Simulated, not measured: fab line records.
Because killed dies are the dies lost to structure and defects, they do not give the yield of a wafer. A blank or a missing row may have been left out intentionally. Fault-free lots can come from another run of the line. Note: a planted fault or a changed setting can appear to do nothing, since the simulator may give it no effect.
Comparing a struck lot with a sound one / flow sky130 / 15 out of 708 route steps
Sound: these wafers, L653.1, L653.2, L653.4. Struck: wafer L659.4 (left out: L659.3, a lot-mate that was not struck); the cause follows at the end.
Order at every step that has rows: each side's tool, ch and its chambers, its first start. Under that, the readings that differ: sound wafers / struck wafers / difference of the means / sigmas: that difference in standard deviations of wafers without a fault.
alike: readings whose means differ by less than 2 such deviations, and words and numbers that are the same on both sides. not compared: withheld readings, readings that some wafer has no value for, bounds like >300 that may hide the same value, and numbers for which the record gives no deviation and whose values overlap.
The two part at a step that has a row with sigmas, a row that says differs or no value, or rows on one side only. Numbers that don't overlap but have no deviation are shown without sigmas and don't part them. Lack of a reading on every wafer of one side parts them only where that side has two or more wafers.

first, 4 steps without rows for these wafers: SKY_VIA2_SOFTBAKE_08 (time 90 s); SKY_VIA2_EXPOSE_09 (exposes mask VIM2, target cd 200 nm); SKY_VIA2_PEB_10; SKY_VIA2_DEVELOP_11 (develop time 60 s).
SKY_VIA2_CD_MEAS_12 targets a cd of 200 nm.
  struck on cdSem-01, day 38 15:53; sound on cdSem-02, day 36 14:04
  alike: cdNm
SKY_VIA2_OVL_MEAS_13:
  struck on overlay-02, day 38 15:58; sound on overlay-02, day 36 14:11
reading=VIA2_OVL (nm); sound=8 -6 -2; struck=-11; difference=-11; sigmas=-2
SKY_VIA2_ETCH_14: etches BARC in N2/H2, stops on SiO2, time 45.9 s, target depth 60 nm.
  sound on rieDiel-03 ch 0,1,3, day 36 14:13; struck on rieDiel-04 ch 0, day 38 15:59
  alike: drypumpMotorCurrentA, oesProductAu, throttleValvePct
  not compared: rfHoursCounterH
SKY_VIA2_ETCH_15: etches SiO2 in C4F8/O2/Ar, stops on TiN, target depth 546 nm, time 84 s.
  sound on rieDiel-03 ch 0,1,3, day 36 14:16; struck on rieDiel-04 ch 0, day 38 16:02
  alike: oesProductAu
  not compared: rfHoursCounterH
SKY_VIA2_STRIP_16: strips in O2/N2.
  sound on plasmaAsher-01 ch 0,1, day 36 14:19; struck on plasmaAsher-01 ch 1, day 38 16:08
  alike: drypumpMotorCurrentA, oesProductAu, stripTimeToEndpointS
  not compared: rfHoursCounterH
then, 3 steps without rows for these wafers: SKY_VIA2_STRIP_17 (strips in post etch residue remover, time 1200 s); SKY_VIA2_CLEAN_18 (cleans in IPA, time 180 s); SKY_VIA2_CLEAN_19 (cleans in O3/DIW).
SKY_VIA2_SPUTTER_20: material TiN, target thk 20 nm, time 80 s.
  struck on pvdSputter-04, day 38 16:44; sound on pvdSputter-02, day 36 14:55
reading=model.TiN_of_VIA2_SPUTTER_20.thkNm (nm); sound=20.06 20.04 20.15; struck=17.77; difference=-2.31; sigmas=
  alike: throttleValvePct
SKY_VIA2_CVD_21: deposits W, target thk 420 nm, time 126.4 s.
  sound on cvdW-01 ch 0,1, day 36 14:59; struck on cvdW-02 ch 0, day 38 16:50
  alike: heaterPowerW
next, for these wafers, 1 step has no rows: SKY_PAD_OPEN_PROBE_99.

== WHERE THEY PART ==
Only at SKY_VIA2_OVL_MEAS_13, as far as this record shows. Later steps at which nothing parts them and some readings are alike: SKY_VIA2_ETCH_14, SKY_VIA2_ETCH_15, SKY_VIA2_STRIP_16, SKY_VIA2_SPUTTER_20, SKY_VIA2_CVD_21.

WHY: what the simulator had put in
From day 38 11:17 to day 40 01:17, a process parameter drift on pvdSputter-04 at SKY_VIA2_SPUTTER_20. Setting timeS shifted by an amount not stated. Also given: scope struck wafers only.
